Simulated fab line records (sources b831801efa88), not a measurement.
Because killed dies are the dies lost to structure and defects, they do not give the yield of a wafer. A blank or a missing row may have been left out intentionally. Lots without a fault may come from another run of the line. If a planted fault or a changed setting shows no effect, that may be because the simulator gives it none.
Problem report in the 8D (eight disciplines) form, filled by code + flow sky130 + the parts of the form that need people (team, actions taken, sign-off) are left out

1. THE PROBLEM
killed_at_other at SKY_PAD_OPEN_PROBE_99 reads a mean of 64.0 on 3 wafers of 1 lot; wafers without a fault read 0.3 with a standard deviation of 0.48. That is +99 or more standard deviations from the usual mean.
First observed at day 49 19:35: wafer L855.2, on prober-01. Wafers with a number at this step in the record: 26, from 11 lots. By rule, "out" or "out of limits" means more than 4 standard deviations away from the usual mean. All remaining wafers that have a number are taken as sound.

2. WHAT IT IS AND WHAT IT IS NOT
| question                    | is                           | is not                                                                              |
|-----------------------------|------------------------------|-------------------------------------------------------------------------------------|
| which readings at this step | killed_at_other, killed_dies | killed_at_M4_up, killed_at_contacts, killed_at_front_end, killed_open, killed_short |
| which lots                  | L855                         | L843, L844, L845, L846, L847, L849, L851, L856, L861, L862                          |
| which wafers of those lots  | all that have a number       | -                                                                                   |
| read on which tools         | prober-01                    | prober-02                                                                           |
| when                        | from day 49 19:35            | up to then (17 sound wafers); but 6 sound wafers of L856, L861, L862 came after     |

3. WHAT RULES OUT EACH SUSPECT
Counting: a tool stays on the suspect list if, at a process step up to the reading, it processed all lots that are out and no sound lot following the first of them.
- plasma_asher-01 at SKY_RES_PROTECT_STRIP_07 (strips in O2/N2): kept. It ran the lot that is out, L855 (day 21 04:13), and no sound lot after that; its last sound lot up to then is L851 (day 19 11:45).
- cmp-01 at SKY_VIA1_CMP_24 (polishes, stops on SiO2, t overpolish 15 s, target thk 0 nm): ruled out as a lasting fault. The sound lots L862 went through it after L855, its earliest lot that is out (day 39 07:48).
- prober-01 at SKY_PAD_OPEN_PROBE_99: ruled out as a lasting fault. The sound lots L861 went through it after L855, its earliest lot that is out (day 49 19:35).
Remaining after the count: plasma_asher-01 at SKY_RES_PROTECT_STRIP_07.

4. THE CAUSE (what the simulator had put in)
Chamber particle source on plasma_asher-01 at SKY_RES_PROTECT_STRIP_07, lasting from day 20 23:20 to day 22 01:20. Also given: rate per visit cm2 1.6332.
Counting left only this tool.

5. THE CHAIN OF EFFECTS, in route order
One row per reading whose mean, taken over the struck wafers that have a number, lies over 3 standard deviations from the usual. Only readings for which the record gives a usual standard deviation are gone through. hours: the time from each lot's start at the first step in this table that gives one to its start at this step, as a median over the lots. sigmas: the change in usual standard deviations.
| hours | step                  | reading         | usual | on struck wafers | change | sigmas      |
|-------|-----------------------|-----------------|-------|------------------|--------|-------------|
| 0     | SKY_PAD_OPEN_PROBE_99 | killed_at_other | 0.3   | 64.0             | +63.7  | +99 or more |
| 0     | SKY_PAD_OPEN_PROBE_99 | killed_dies     | 88    | 141              | +53    | +5.9        |
Its process steps:
- SKY_PAD_OPEN_PROBE_99

6. WHAT WOULD HAVE CAUGHT IT SOONER
First out-of-limits reading in this record: day 49 19:35, which is 692 hours after fault onset at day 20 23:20.
No tool reading at SKY_RES_PROTECT_STRIP_07 that has a usual standard deviation in the record was out on any struck wafer, so an alarm limit of 4 standard deviations on those readings would not have fired.
The start of SKY_RES_PROTECT_STRIP_07 on plasma_asher-01 came by day 49 19:35 for every one of the lots that are out (1). A hold on the tool at that time would have spared none of them.
